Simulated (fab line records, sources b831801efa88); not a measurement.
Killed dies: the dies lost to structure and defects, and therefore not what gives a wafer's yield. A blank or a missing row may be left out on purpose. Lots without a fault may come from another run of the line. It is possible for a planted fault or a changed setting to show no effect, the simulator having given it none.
Struck lot and sound lot, side by side ; flow gf180mcu ; 16 steps out of a route of 602
Sound: wafers L348.1, L348.2, L348.6. Struck: wafer L359.2. (L359.4, L359.5 of the same lot were not struck and are left out.) The cause comes at the end.
Each step with rows lists, per side, the tool, then ch with its chambers, then its first start. Under that, the readings that differ: sound wafers ; struck wafers ; difference of the means ; sigmas: that difference in standard deviations of wafers without a fault.
alike: readings whose means differ by less than 2 such deviations, and words and numbers that are the same on both sides. not compared: withheld readings, readings that some wafer has no value for, bounds like >300 that may hide the same value, and numbers for which the record gives no deviation and whose values overlap.
The two part at a step that has a row with sigmas, a row that says differs or no value, or rows on one side only. Numbers that have no deviation but don't overlap get no sigmas and don't part them. Lack of a reading on every wafer of one side parts them only where that side has two or more wafers.

first, 4 steps without rows for these wafers: GF_M3_SOFTBAKE_10 (time 60 s); GF_M3_EXPOSE_11 (exposes mask Metal3, target cd 280 nm); GF_M3_PEB_12 (peb time 90 s); GF_M3_DEVELOP_13 (develop time 60 s).
GF_M3_CD_MEAS_14: the cd target is 280 nm.
  sound on cd-sem-02 at day 22 00:43; struck on cd-sem-01 at day 25 23:02
  alike: cd-nm
GF_M3_OVL_MEAS_15:
  sound on overlay-01 at day 22 00:50; struck on overlay-02 at day 25 23:09
  alike: M3_OVL
GF_M3_METAL_ETCH_16: etches the open film in Cl2/BCl3, stops on SiO2, target depth 750.8 nm, time 125.1 s.
  sound on rie-metal-02 ch 0,1, day 22 00:52; struck on rie-metal-04 ch 0, day 25 23:11
  alike: drypump-motor-current-A, oes-product-au, throttle-valve-pct
  not compared: rf-hours-counter-h
GF_M3_STRIP_17: strips in O2/N2.
  sound on plasma-asher-03 ch 0,1, day 22 01:00; struck on plasma-asher-03 ch 0, day 25 23:18
  alike: drypump-motor-current-A, heater-power-w, oes-product-au, strip-time-to-endpoint-s
  not compared: rf-hours-counter-h
then, 3 steps without rows for these wafers: GF_M3_STRIP_18 (strips in post etch residue remover, time 1200 s); GF_M3_CLEAN_19 (cleans in DIW); GF_V3_CVD_00 (deposits SiO2, target thk 600 nm, time 100 s).
GF_V3_THK_MEAS_01:
  sound on film-metro-02 at day 22 01:38; struck on film-metro-04 at day 25 23:56
  alike: V3_CVD_00_THK
GF_V3_CVD_02: deposits SiO2 from TEOS, target thk 850 nm, time 94.851 s.
  sound on pecvd-04 ch 0,1,2, day 22 01:41; struck on pecvd-04 ch 0, day 25 23:59
reading;sound;struck;difference;sigmas
model.SiO2_of_V3_CVD_02.thk-nm (nm);848.7 850.2 848.8;1200;+351;
  alike: heater-power-w
GF_V3_THK_MEAS_03:
  sound on film-metro-04 at day 22 01:46; struck on film-metro-03 at day 26 00:04
reading;sound;struck;difference;sigmas
V3_CVD_02_THK (nm);849 850 849;1200;+351;+35
GF_V3_CMP_04: polishes SiO2.
  sound on cmp-01 ch 2,3, day 22 01:52; struck on cmp-01 ch 1, day 26 00:10
reading;sound;struck;difference;sigmas
time-to-endpoint-s (s);80 81 80;206;+126;+26
  alike: motor-current-A
GF_V3_BOW_MEAS_05:
  sound on film-metro-02 at day 22 02:07; struck on film-metro-03 at day 26 00:26
reading;sound;struck;difference;sigmas
V3_BOW (um);108 105 109;123;+16;+2

WHERE THEY PART
First at GF_V3_THK_MEAS_03; last, within this record, at GF_V3_BOW_MEAS_05.

WHY: the cause the simulator had injected
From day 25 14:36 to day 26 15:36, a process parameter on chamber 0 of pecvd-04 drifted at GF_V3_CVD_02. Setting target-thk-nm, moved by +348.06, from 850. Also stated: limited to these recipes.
